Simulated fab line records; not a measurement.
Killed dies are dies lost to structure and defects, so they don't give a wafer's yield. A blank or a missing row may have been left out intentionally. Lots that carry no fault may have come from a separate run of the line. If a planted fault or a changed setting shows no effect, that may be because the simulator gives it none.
Matching of chambers :: flow sfqLine :: 3 sister chambers for SFQ_TRILAYER_A5B_DEP_PECVD_129 on pecvd-03
The step deposits SiO2 from SiH4/N2O, time 133.33 s, target thk 600 nm. 3 wafers are shown with their chamber, then 8 later ones without.

== WAFERS WITH THEIR CHAMBER ==
wafer: L672.1
chamber: 0
heaterPowerW (W): 82

wafer: L672.6
chamber: 1
heaterPowerW (W): 65

wafer: L674.1
chamber: 2
heaterPowerW (W): 112

== WAFERS MISSING THEIR CHAMBER ==
wafer: L674.2
heaterPowerW (W): 64

wafer: L674.3
heaterPowerW (W): 73

wafer: L675.4
heaterPowerW (W): 123

wafer: L675.5
heaterPowerW (W): 68

wafer: L675.6
heaterPowerW (W): 69

wafer: L676.1
heaterPowerW (W): 70

wafer: L676.5
heaterPowerW (W): 66

wafer: L676.6
heaterPowerW (W): 120

== EACH ONE'S CHAMBER ==
wafer: L674.2
from the rows above: 1
in truth: 1

wafer: L674.3
from the rows above: can't be placed: 1 or 0
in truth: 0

wafer: L675.4
from the rows above: 2
in truth: 2

wafer: L675.5
from the rows above: can't be placed: 1 or 0
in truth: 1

wafer: L675.6
from the rows above: can't be placed: 1 or 0
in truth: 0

wafer: L676.1
from the rows above: can't be placed: 1 or 0
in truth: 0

wafer: L676.5
from the rows above: 1
in truth: 1

wafer: L676.6
from the rows above: 2
in truth: 2
Correct placement for 4 of the 8. From these rows, 4 cannot be placed; in 4 the true chamber is one of the candidates. Wrongly placed: 0.
How it was worked out, from the rows above alone: a wafer's distance from a chamber is the root of the sum, over the readings, of the square of ((its reading less the chamber's mean) divided by the reading's scatter). The wafer belongs to the nearest chamber; if the next one is less than 2 further off, it can't be placed. A chamber's mean is the mean of its shown wafers. The scatter: root of mean squared gap, hidden wafer to nearest shown wafer, with one shown wafer a chamber.
